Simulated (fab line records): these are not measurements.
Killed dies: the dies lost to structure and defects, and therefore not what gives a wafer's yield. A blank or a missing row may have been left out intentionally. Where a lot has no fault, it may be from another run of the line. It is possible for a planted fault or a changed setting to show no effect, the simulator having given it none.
Code-filled problem report in 8D (eight disciplines) form | flow sfq-line | the parts of the form that need people (team, actions taken, sign-off) are left out

## 1. PROBLEM STATEMENT
Mean of heater-power-total-W at SFQ_TRILAYER_I0_VIA_LITHO_PEB_034: 71.80 W across 6 wafers in 2 lots; on wafers with no fault it is 79.15 W (standard deviation 0.067). So: -99 or more standard deviations from the usual mean.
The step: peb time 60 s.
First observed at day 18 06:37: wafer L132.1, on litho-track-02. Wafers with a number at this step in the record: 42, from 14 lots. Rule for "out" (also "out of limits"): further than 4 standard deviations from the usual mean. The rest of the wafers with a number are treated as sound.

## 2. WHAT IT IS, AND WHAT IT ISN'T
question                    | is                                 | is not
which readings at this step | heater-power-total-W, plate-temp-C | exhaust-pa
which lots                  | L132, L133                         | L127, L129, L131, L139, L141, L142, L144, L145, L146, L147, L148, L150
which wafers of those lots  | all that have a number             | -
read on which tools         | litho-track-02                     | litho-track-01, litho-track-03
when                        | from day 18 06:37                  | up to then (9 sound wafers); but 27 sound wafers of L139, L141, L142, L144, L145, L146, L147, L148, L150 came after

## 3. WHAT RULES OUT EACH SUSPECT
Counting: a tool at any process step up to the reading remains a suspect when it ran all the lots that are out and ran no sound lot after the first of those.
- litho-track-02 at SFQ_TRILAYER_I0_VIA_LITHO_PEB_034 (peb time 60 s): ruled out as a lasting fault. The sound lots L148 went through it after L132, its earliest lot that is out (day 18 06:37).
Left after counting: nothing in the record.

## 4. THE CAUSE (what the simulator had put in)
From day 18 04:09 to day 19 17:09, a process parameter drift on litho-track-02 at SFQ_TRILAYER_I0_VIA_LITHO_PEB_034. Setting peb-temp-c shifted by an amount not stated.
Counting ruled it out, wrongly.

## 5. THE CHAIN OF EFFECTS, in route order
Rows list readings where the struck wafers' mean (over those with a number) sits beyond 3 standard deviations from the usual. Readings are gone through only where the record gives a usual standard deviation; hours: the median, over the lots, of the time from a lot's start at the first step in this table giving one to that lot's start at this step; sigmas: the change measured in usual standard deviations.
hours | step                              | reading              | usual    | on struck wafers | change | sigmas
0     | SFQ_TRILAYER_I0_VIA_LITHO_PEB_034 | heater-power-total-W | 79.15 W  | 71.80            | -7.35  | -99 or more
0     | SFQ_TRILAYER_I0_VIA_LITHO_PEB_034 | plate-temp-C         | 115.02 C | 106.94           | -8.08  | -54
Its process steps:
- SFQ_TRILAYER_I0_VIA_LITHO_PEB_034: peb time 60 s.

## 6. WHAT WOULD HAVE CAUGHT IT SOONER
First out-of-limits reading in this record: day 18 06:37, which is 2 hours after fault onset at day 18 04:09.
